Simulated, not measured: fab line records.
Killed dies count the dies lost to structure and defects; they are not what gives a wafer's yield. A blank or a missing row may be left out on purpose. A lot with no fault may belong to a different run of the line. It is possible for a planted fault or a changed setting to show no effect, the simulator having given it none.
Comparing a struck lot with a sound one	flow sky130	15 steps out of a route of 708
Sound: the wafers L444.1, L444.2, L444.6. Struck: wafer L462.6 (L462.2, L462.4, from the same lot, were not struck and are left out); the cause is given at the end.
Each step with rows lists, per side, the tool, then ch with its chambers, then its first start. Under that, the readings that differ: sound wafers	struck wafers	difference of the means	sigmas: that difference in standard deviations of wafers without a fault.
alike: words and numbers the same on both sides, and readings whose means are apart by under 2 such deviations; not compared: readings that were withheld, readings missing a value for some wafer, numbers with overlapping values and no deviation given by the record, and bounds like >300 which may hide the same value.
A row with sigmas, a row that says differs or no value, or rows on one side alone: a step with any of these is where the two part. Non-overlapping numbers with no deviation appear without sigmas and do not part them. A reading that every wafer of one side lacks parts them only if that side has two wafers or more.

first, 3 steps without rows for these wafers: SKY_CONTACT_EXPOSE_11 (exposes mask CTM1, target cd 170 nm); SKY_CONTACT_PEB_12; SKY_CONTACT_DEVELOP_13 (develop time 60 s).
SKY_CONTACT_CD_MEAS_14: target cd 170 nm.
  sound on cd-sem-02, day 33 08:31; struck on cd-sem-02, day 38 17:17
  alike: cd-nm
SKY_CONTACT_OVL_MEAS_15:
  sound on overlay-01, day 33 08:38; struck on overlay-01, day 38 17:24
reading	sound	struck	difference	sigmas
CONTACT_OVL (nm)	4 -5 -1	-14	-13	-3
SKY_CONTACT_ETCH_16: etches BARC in N2/H2, stops on SiO2, time 45.9 s, target depth 60 nm.
  sound on rie-diel-02 ch 0,2,3, day 33 08:41; struck on rie-diel-02 ch 0, day 38 17:26
reading	sound	struck	difference	sigmas
oes-product-au (a.u.)	0.859 0.859 0.863	0.848	-0.012	-2
  alike: bias-w, drypump-motor-current-A, throttle-valve-pct
  not compared: rf-hours-counter-h
SKY_CONTACT_ETCH_17: etches SiO2 in C4F8/O2/Ar, stops on Si3N4, target depth 340 nm.
  sound on rie-diel-02 ch 0,2,3, day 33 08:43; struck on rie-diel-02 ch 0, day 38 17:28
  alike: bias-w, oes-product-au
SKY_CONTACT_ETCH_18: etches Si3N4 in CHF3/O2, stops on TiN, time 39 s, target depth 75 nm.
  sound on rie-diel-02 ch 0,2,3; struck on rie-diel-02 ch 0
  alike: bias-w, drypump-motor-current-A, oes-product-au, throttle-valve-pct
  not compared: rf-hours-counter-h
SKY_CONTACT_STRIP_19: strips in O2/N2.
  sound on plasma-asher-01 ch 0,1, day 33 08:49; struck on plasma-asher-01 ch 1, day 38 17:34
  alike: drypump-motor-current-A, oes-product-au, strip-time-to-endpoint-s
  not compared: rf-hours-counter-h
then, 3 steps without rows for these wafers: SKY_CONTACT_STRIP_20 (strips in post etch residue remover, time 1200 s); SKY_CONTACT_CLEAN_21 (cleans in IPA, time 180 s); SKY_CONTACT_CLEAN_22 (cleans in O3/DIW).
SKY_CONTACT_SPUTTER_23: material TiN, target thk 20 nm, time 80 s.
  sound on pvd-sputter-04, day 33 09:25; struck on pvd-sputter-01, day 38 18:10
reading	sound	struck	difference	sigmas
model.TiN_of_CONTACT_SPUTTER_23.thk-nm (nm)	20.12 20.03 20.14	22.38	+2.28	
  alike: throttle-valve-pct
SKY_CONTACT_CVD_24: deposits W, target thk 340 nm, time 102.12 s.
  sound on cvd-w-02 ch 0,1, day 33 09:28; struck on cvd-w-02 ch 0, day 38 18:14
  alike: heater-power-w, susceptor-temp-C
SKY_PAD_OPEN_PROBE_99:
  the record holds rows for the sound wafers here (prober-01, day 47 01:37) but none for the struck ones

WHERE THEY PART
At SKY_CONTACT_OVL_MEAS_15 first; at SKY_PAD_OPEN_PROBE_99 last (within this record only).

WHY: whatever the simulator had introduced
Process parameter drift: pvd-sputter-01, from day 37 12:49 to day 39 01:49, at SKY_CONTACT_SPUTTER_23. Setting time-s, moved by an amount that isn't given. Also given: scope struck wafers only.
